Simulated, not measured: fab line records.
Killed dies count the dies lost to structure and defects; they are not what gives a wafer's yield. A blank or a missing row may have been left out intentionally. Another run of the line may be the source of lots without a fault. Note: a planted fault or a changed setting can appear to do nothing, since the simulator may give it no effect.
Matching of chambers -- flow gf180mcu -- 3 sister chambers for GF_V4_CVD_02 on pecvd-03
The step deposits SiO2 from TEOS, target thk 850 nm, time 94.851 s. 14 wafers are shown with their chamber, then 7 later ones without.

## EACH WAFER AND ITS CHAMBER
wafer,chamber,heaterPowerW (W)
L920.3,0,657
L920.5,2,523
L920.6,1,754
L922.4,1,683
L922.5,2,411
L922.6,0,617
L924.1,2,423
L924.5,1,840
L924.6,2,475
L927.2,1,812
L927.4,2,457
L927.6,1,824
L928.3,0,648
L928.4,0,718

SIGNATURES, as means of the wafers listed above
reading,chamber 0,chamber 1,chamber 2,scatter within a chamber
heaterPowerW,660.00,782.60,457.80,52.2
Rule: for each reading, subtract the chamber's mean from the wafer's reading, divide by that reading's scatter and square the result; add these up over the readings and take the root, which gives the wafer's distance from the chamber. If the next closest chamber is less than 2 further off than the closest, the wafer can't be placed; otherwise it belongs to the closest. How the scatter is found: for the shown wafers, subtract from each reading the mean of its chamber, square and add these, divide the total by (wafers less chambers), then take the root.

## WAFERS WHOSE CHAMBER IS MISSING
wafer,heaterPowerW (W)
L928.5,405
L932.1,714
L932.2,829
L932.6,746
L936.3,765
L936.4,815
L936.5,465

## EACH ONE'S CHAMBER
wafer,from the rows above,in truth
L928.5,2,2
L932.1,can't be placed: 0 or 1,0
L932.2,1,1
L932.6,can't be placed: 1 or 0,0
L936.3,can't be placed: 1 or 0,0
L936.4,1,1
L936.5,2,2
Placed correctly: 4 of 7. Cannot be placed on the basis of these rows: 3; the candidates contain the true chamber in 3. 0 placed wrongly.
